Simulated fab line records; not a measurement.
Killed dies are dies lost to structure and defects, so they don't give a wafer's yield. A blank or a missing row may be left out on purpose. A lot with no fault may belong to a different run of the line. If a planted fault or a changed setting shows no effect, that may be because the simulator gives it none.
fab line records -- flow sky130
record lots=7, wafers=21, lastDay=50
route steps=708 shown RES_XHIGH@336 SD_N@342 PAD_OPEN@708
lots untouched by any fault: they come from a run of this same line in which no faults occurred
startH: the number of hours between the record's first day and the start of the first shown wafer of the lot -- waitH: hours from the lot's prior step to this one -- " unchanged from the row above -- L1.1+2: several wafers, shown together as one row -- - no value present, or no start provided -- * or withheld: withheld -- < > ~ a bound
route shown NAME@n: a module of which the file shows steps, and the number in the route of the first -- usual: mean/standard deviation of fault-free wafers -- same: alike in all rows -- chamber/n: place in a boat -- sites: each site's reading -- _std_site: the values' standard deviation -- _edge_site: outer sites' mean less inner sites' -- radiusMm: for every site, how far away it sits from the centre of the wafer -- mask NAME#n: copy n -- behind: the tool/chamber that last shaped the wafer -- hold: the reason the lot was held/the length of the hold in hours/how it ended -- device: which transistor (n, p or np) failed to switch -- end of line: tests run on the same wafers once the route is complete -- for a step that has no rows: nothing shown but its recipe -- killed: not the wafer's yield, but the dies lost to structure and defects at the first sort -- map: dies across one wafer; x = killed, . = not, _ = none there
set.NAME: the setting the step ran with; set.NAME@STEP: the setting that earlier step ran with -- model.NAME: the simulator's own value behind a step, which no gauge read
lots at some steps of the route; a table a step, a row a wafer
services: a tool's chamber out of use, with start hour (startH, from the record's first day; less than 0 if before it), hours out, and reason
## steps
# step SKY_RES_XHIGH_EXPOSE_04
# recipe maskId=URPM, na=0.6, sourceShape=conventional, sigmaOuter=0.6, polarization=unpolarized, targetCdNm=1270, doseMj=140
# step SKY_RES_XHIGH_PEB_05
# recipe tempC=withheld, timeS=*, resist=NOVOLAK
# step SKY_RES_XHIGH_DEVELOP_06
# recipe resist=NOVOLAK, developer=TMAH, developTimeS=60, devTempC=23
# step SKY_RES_XHIGH_IMPLANT_07
# recipe species=BF2, energyKev=20, doseCm2=3.6e+14, tiltDeg=0
# step SKY_RES_XHIGH_STRIP_08
# recipe chemistry=O2/N2, powerW=1400, pressureMtorr=1500, platenTempC=withheld, o2FlowSccm=3000, n2FlowSccm=300, overashFraction=0.5
# usual drypumpMotorCurrentA=5.77/0.17, oesProductAu=0.711/0.0044, stripTimeToEndpointS=14.28/0.038
lot.wafer,tool,chamber,startH,waitH,drypumpMotorCurrentA,oesProductAu,rfHoursCounterH,stripTimeToEndpointS
L919.1,plasmaAsher-02,1,624.13,0.1,5.88,0.712,83,14.29
L919.5,plasmaAsher-02,0,624.13,0.1,5.54,0.711,-,14.30
L919.6,plasmaAsher-02,1,624.13,0.1,5.85,0.707,-,14.29
L925.1,plasmaAsher-01,0,690.58,0.1,5.83,0.701,98,14.25
L925.3,plasmaAsher-01,0,690.58,0.1,5.83,0.712,-,14.27
L925.5,plasmaAsher-01,0,690.58,0.1,5.84,0.709,-,14.27
L929.1,plasmaAsher-02,1,718.88,0.1,5.86,0.716,92,14.26
L929.2,plasmaAsher-02,0,718.88,0.1,5.55,0.705,92,14.24
L929.5,plasmaAsher-02,0,718.88,0.1,5.54,0.704,-,14.24
L930.1,plasmaAsher-01,0,725.11,0.1,5.84,0.709,101,14.25
L930.2,plasmaAsher-01,1,725.11,0.1,5.77,0.704,101,14.28
L930.4,plasmaAsher-01,0,725.11,0.1,5.85,0.715,-,14.26
L932.3,plasmaAsher-01,0,748.16,0.1,5.84,0.721,-,14.31
L932.5,plasmaAsher-01,1,748.16,0.1,5.77,0.708,-,14.29
L932.6,plasmaAsher-01,0,748.16,0.1,5.81,0.703,-,14.29
L937.3,plasmaAsher-02,1,776.87,0.1,5.89,0.704,-,14.31
L937.4,plasmaAsher-02,0,776.87,0.1,5.54,0.709,-,14.27
L937.5,plasmaAsher-02,1,776.87,0.1,5.87,0.711,-,14.28
L938.2,plasmaAsher-02,1,784.33,0.1,5.86,0.718,99,14.22
L938.3,plasmaAsher-02,1,784.33,0.1,5.91,0.710,-,14.18
L938.4,plasmaAsher-02,0,784.33,0.1,5.54,0.708,-,14.19
# step SKY_RES_XHIGH_TW_MEAS_09
# usual RES_XHIGH_TW=1643/23
lot.wafer,tool,chamber,startH,waitH,RES_XHIGH_TW
L919.1,filmMetro-03,-,624.23,0.1,1643
L919.5,filmMetro-03,-,624.23,0.1,1642
L919.6,filmMetro-03,-,624.23,0.1,1645
L925.1,filmMetro-02,-,690.68,0.1,1627
L925.3,filmMetro-02,-,690.68,0.1,1629
L925.5,filmMetro-02,-,690.68,0.1,1616
L929.1,filmMetro-03,-,718.98,0.1,1634
L929.2,filmMetro-03,-,718.98,0.1,1624
L929.5,filmMetro-03,-,718.98,0.1,1633
L930.1,filmMetro-04,-,725.21,0.1,1672
L930.2,filmMetro-04,-,725.21,0.1,1669
L930.4,filmMetro-04,-,725.21,0.1,1678
L932.3,filmMetro-02,-,748.25,0.1,1632
L932.5,filmMetro-02,-,748.25,0.1,1621
L932.6,filmMetro-02,-,748.25,0.1,1632
L937.3,filmMetro-04,-,776.96,0.1,1691
L937.4,filmMetro-04,-,776.96,0.1,1681
L937.5,filmMetro-04,-,776.96,0.1,1686
L938.2,filmMetro-03,-,784.44,0.1,1630
L938.3,filmMetro-03,-,784.44,0.1,1629
L938.4,filmMetro-03,-,784.44,0.1,1635
# step SKY_SD_N_DEHYDRATE_00
# recipe tempC=200, timeS=60
# step SKY_SD_N_HMDS_01
# recipe primeTimeS=60, primeTempC=120
# step SKY_SD_N_COAT_02
# recipe resist=NOVOLAK, spinRpm=3000, resistThkNm=1140
# step SKY_SD_N_SOFTBAKE_03
# recipe tempC=90, timeS=60, resist=NOVOLAK
# step SKY_SD_N_EXPOSE_04
# recipe maskId=NSDM, na=0.6, sourceShape=conventional, sigmaOuter=0.6, polarization=unpolarized, targetCdNm=380, doseMj=141
# step SKY_SD_N_PEB_05
# recipe tempC=withheld, timeS=*, resist=NOVOLAK
# step SKY_SD_N_DEVELOP_06
# recipe resist=NOVOLAK, developer=TMAH, developTimeS=60, devTempC=23
# usual developerTempC=22.99/0.095
lot.wafer,tool,chamber,startH,waitH,developerTempC
L919.1,lithoTrack-01,0,652.76,0.1,22.92
L919.5,lithoTrack-01,0,652.76,0.1,23.11
L919.6,lithoTrack-01,0,652.76,0.1,22.76
L925.1,lithoTrack-02,0,718.10,0.1,23.10
L925.3,lithoTrack-02,0,718.10,0.1,23.08
L925.5,lithoTrack-02,0,718.10,0.1,23.12
L929.1,lithoTrack-01,0,746.16,0.1,20.60
L929.2,lithoTrack-01,0,746.16,0.1,20.69
L929.5,lithoTrack-01,0,746.16,0.1,20.58
L930.1,lithoTrack-01,0,753.41,0.1,20.79
L930.2,lithoTrack-01,0,753.41,0.1,20.73
L930.4,lithoTrack-01,0,753.41,0.1,20.62
L932.3,lithoTrack-01,0,775.76,0.1,20.71
L932.5,lithoTrack-01,0,775.76,0.1,20.72
L932.6,lithoTrack-01,0,775.76,0.1,20.67
L937.3,lithoTrack-04,0,803.94,0.1,23.07
L937.4,lithoTrack-04,0,803.94,0.1,23.20
L937.5,lithoTrack-04,0,803.94,0.1,23.08
L938.2,lithoTrack-04,0,810.61,0.1,22.95
L938.3,lithoTrack-04,0,810.61,0.1,22.89
L938.4,lithoTrack-04,0,810.61,0.1,22.93
# step SKY_SD_N_CD_MEAS_07
# recipe targetCdNm=380
# usual cdNm=380.7/2.2
lot.wafer,tool,chamber,startH,waitH,cdNm
L919.1,cdSem-02,-,652.91,0.1,385.3
L919.5,cdSem-02,-,652.91,0.1,385.4
L919.6,cdSem-02,-,652.91,0.1,384.5
L925.1,cdSem-01,-,718.25,0.1,379.8
L925.3,cdSem-01,-,718.25,0.1,378.0
L925.5,cdSem-01,-,718.25,0.1,379.3
L929.1,cdSem-02,-,746.31,0.1,387.4
L929.2,cdSem-02,-,746.31,0.1,386.0
L929.5,cdSem-02,-,746.31,0.1,388.6
L930.1,cdSem-02,-,753.56,0.1,385.9
L930.2,cdSem-02,-,753.56,0.1,387.4
L930.4,cdSem-02,-,753.56,0.1,386.4
L932.3,cdSem-02,-,775.90,0.1,385.6
L932.5,cdSem-02,-,775.90,0.1,385.0
L932.6,cdSem-02,-,775.90,0.1,385.4
L937.3,cdSem-01,-,804.08,0.1,380.5
L937.4,cdSem-01,-,804.08,0.1,380.9
L937.5,cdSem-01,-,804.08,0.1,379.2
L938.2,cdSem-01,-,810.76,0.1,381.7
L938.3,cdSem-01,-,810.76,0.1,379.7
L938.4,cdSem-01,-,810.76,0.1,381.9
# step SKY_SD_N_OVL_MEAS_08
# usual SD_N_OVL=-1.3/1.1
lot.wafer,tool,chamber,startH,waitH,SD_N_OVL[nm]
L919.1,overlay-02,-,653.03,0.1,-1.5
L919.5,overlay-02,-,653.03,0.1,-1.5
L919.6,overlay-02,-,653.03,0.1,-0.9
L925.1,overlay-01,-,718.37,0.1,-0.7
L925.3,overlay-01,-,718.37,0.1,0.0
L925.5,overlay-01,-,718.37,0.1,-1.1
L929.1,overlay-02,-,746.43,0.1,-1.3
L929.2,overlay-02,-,746.43,0.1,-0.3
L929.5,overlay-02,-,746.43,0.1,-1.3
L930.1,overlay-01,-,753.68,0.1,-1.4
L930.2,overlay-01,-,753.68,0.1,-1.7
L930.4,overlay-01,-,753.68,0.1,-2.1
L932.3,overlay-01,-,775.99,0.1,-1.2
L932.5,overlay-01,-,775.99,0.1,0.8
L932.6,overlay-01,-,775.99,0.1,-2.4
L937.3,overlay-02,-,804.17,0.1,-2.1
L937.4,overlay-02,-,804.17,0.1,-4.0
L937.5,overlay-02,-,804.17,0.1,-3.3
L938.2,overlay-01,-,810.86,0.1,-2.5
L938.3,overlay-01,-,810.86,0.1,-2.4
L938.4,overlay-01,-,810.86,0.1,-0.5
# step SKY_PAD_OPEN_PROBE_99
# usual killed_at_M0_to_M3=43/6.9, killed_at_M4_up=3.0/1.8, killedAtContacts=24/4.8, killedAtFrontEnd=15/4.5, killedAtOther=0.4/0.67, killedDies=86/9.2, killedOpen=46/6.9, killedShort=39/6
# same grossDies=492, killedAtBackSide=0
lot.wafer,tool,chamber,startH,waitH,killed_at_M0_to_M3,killed_at_M4_up,killedAtContacts,killedAtFrontEnd,killedAtOther,killedDies,killedOpen,killedShort
L925.1,prober-02,-,1126.47,0.1,36,2,29,12,1,80,41,39
L925.3,prober-02,-,1126.57,0.2,37,3,23,12,0,75,46,29
L925.5,prober-02,-,1126.67,0.2,36,2,17,19,0,74,37,36
L932.3,prober-01,-,1167.62,0.2,42,5,24,13,0,84,40,44
L932.5,prober-01,-,1167.72,0.2,53,1,23,14,0,91,60,30
L932.6,prober-01,-,1167.77,0.2,37,6,30,23,0,96,51,44
L937.3,prober-02,-,1183.72,0.2,55,2,17,16,2,92,55,37
L937.4,prober-02,-,1183.77,0.2,40,5,16,17,0,78,42,36
L937.5,prober-02,-,1183.82,0.2,36,3,25,23,0,87,51,36
L938.2,prober-01,-,1189.96,0.1,43,2,31,15,0,91,57,34
L938.3,prober-01,-,1190.01,0.2,40,2,24,15,0,81,46,35
L938.4,prober-01,-,1190.06,0.2,50,3,20,10,1,84,51,33
# killed by level:class
L925.1 CONTACT:geometricParticle:open=8 VIA1:geometricParticle:open=8 CONTACT:geometricParticle:short=7 VIA3:geometricParticle:short=6 LI_CONTACT:geometricParticle:open=6 LOCAL_INTERCONNECT:geometricParticle:short=5 METAL2:geometricParticle:short=5 VIA2:geometricParticle:open=5
L925.3 CONTACT:geometricParticle:open=12 VIA1:geometricParticle:open=10 METAL2:geometricParticle:open=5 FIELD_ISO:geometricParticle:open=4 LOCAL_INTERCONNECT:geometricParticle:short=4 LI_CONTACT:geometricParticle:open=4 METAL3:geometricParticle:short=3 POLY_GATE:geometricParticle:short=3
L925.5 VIA1:geometricParticle:open=8 CONTACT:geometricParticle:open=7 POLY_GATE:geometricParticle:short=6 METAL1:geometricParticle:short=5 VIA2:geometricParticle:open=5 LI_CONTACT:geometricParticle:open=4 VIA2:geometricParticle:short=4 FIELD_ISO:geometricParticle:open=3
L932.3 LI_CONTACT:geometricParticle:open=8 CONTACT:geometricParticle:open=7 VIA1:geometricParticle:open=6 METAL3:geometricParticle:short=6 LOCAL_INTERCONNECT:geometricParticle:short=5 METAL2:geometricParticle:short=5 VIA1:geometricParticle:short=5 VIA2:geometricParticle:short=5
L932.5 VIA1:geometricParticle:open=20 LI_CONTACT:geometricParticle:open=8 CONTACT:geometricParticle:open=8 VIA2:geometricParticle:open=8 METAL2:geometricParticle:short=5 FIELD_ISO:geometricParticle:open=4 LOCAL_INTERCONNECT:geometricParticle:short=4 VIA2:geometricParticle:short=4
L932.6 CONTACT:geometricParticle:open=15 VIA1:geometricParticle:open=11 METAL2:geometricParticle:short=7 FIELD_ISO:geometricParticle:short=6 VIA2:geometricParticle:open=6 CONTACT:geometricParticle:short=5 POLY_GATE:geometricParticle:open=5 LI_CONTACT:geometricParticle:open=5
L937.3 VIA1:geometricParticle:open=12 VIA2:geometricParticle:open=11 CONTACT:geometricParticle:open=6 VIA2:geometricParticle:short=6 METAL2:geometricParticle:short=5 METAL3:geometricParticle:short=5 VIA3:geometricParticle:open=5 POLY_GATE:geometricParticle:open=4
L937.4 METAL2:geometricParticle:short=10 VIA1:geometricParticle:open=8 LI_CONTACT:geometricParticle:open=7 FIELD_ISO:geometricParticle:open=6 POLY_GATE:geometricParticle:short=5 VIA3:geometricParticle:open=5 VIA3:geometricParticle:short=5 LOCAL_INTERCONNECT:geometricParticle:short=4
L937.5 LI_CONTACT:geometricParticle:open=11 CONTACT:geometricParticle:open=9 VIA1:geometricParticle:open=8 POLY_GATE:geometricParticle:short=7 VIA1:geometricParticle:short=6 VIA2:geometricParticle:open=6 FIELD_ISO:geometricParticle:short=5 FIELD_ISO:geometricParticle:open=4
L938.2 VIA1:geometricParticle:open=16 LI_CONTACT:geometricParticle:open=13 CONTACT:geometricParticle:open=8 FIELD_ISO:geometricParticle:open=6 VIA1:geometricParticle:short=6 METAL1:geometricParticle:short=5 CONTACT:geometricParticle:short=5 VIA2:geometricParticle:open=4
L938.3 VIA1:geometricParticle:open=14 CONTACT:geometricParticle:open=12 FIELD_ISO:geometricParticle:open=6 METAL1:geometricParticle:short=5 METAL2:geometricParticle:short=5 METAL3:geometricParticle:short=5 POLY_GATE:geometricParticle:short=4 LOCAL_INTERCONNECT:geometricParticle:short=4
L938.4 VIA1:geometricParticle:open=16 VIA3:geometricParticle:open=8 CONTACT:geometricParticle:open=8 LI_CONTACT:geometricParticle:open=6 METAL1:geometricParticle:short=5 VIA2:geometricParticle:open=5 FIELD_ISO:geometricParticle:open=4 FIELD_ISO:geometricParticle:short=4
## services
tool,chamber,startH,hours,kind
plasmaAsher-01,-,615.14,4.3,pm
plasmaAsher-02,-,643.89,1.7,repair
plasmaAsher-01,-,716.09,1.6,repair
plasmaAsher-01,-,733.75,9.0,pm
plasmaAsher-01,0,733.75,9.0,ventCycle
plasmaAsher-01,1,733.75,9.0,ventCycle
plasmaAsher-01,-,740.57,1.8,repair
plasmaAsher-01,0,742.75,-,clean
plasmaAsher-01,1,742.75,-,clean
lithoTrack-04,-,805.52,-,consumableReplace:filter
## key
firstSign step=SKY_SD_N_DEVELOP_06, reading=developerTempC, direction=down, sigmas=24, usual=*, struck=*
effect step=SKY_SD_N_CD_MEAS_07, reading=cdNm, direction=up, sigmas=2.5, usual=380.7, struck=386.4, through=controlLoop
metAt SKY_SD_N_DEVELOP_06
struckWafers L929.1,L929.2,L929.5,L930.1,L930.2,L930.4,L932.3,L932.5,L932.6
testerLeftOut L929,L930,L932
loopTrim step=SKY_SD_N_EXPOSE_04, setting=dose, lots=L932
onsetBetween 652.76 746.16
fault kind=processParameterDrift, tool=lithoTrack-01, chamber=-, onsetH=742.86, steps=SKY_SD_N_DEVELOP_06, channel=devTempC, offset=*, shape=step, endH=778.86, actsIn=*, stated=*
# testerLeftOut: of these lots the tester's yield and bins aren't shown, on N5 and GAA mostly nor the transistor test; their killed dies are dies lost to structure and defects alone, not to doping, threshold or leakage, so they don't give the yield
# loopTrim: a control loop set the setting to another value than it would have without faults
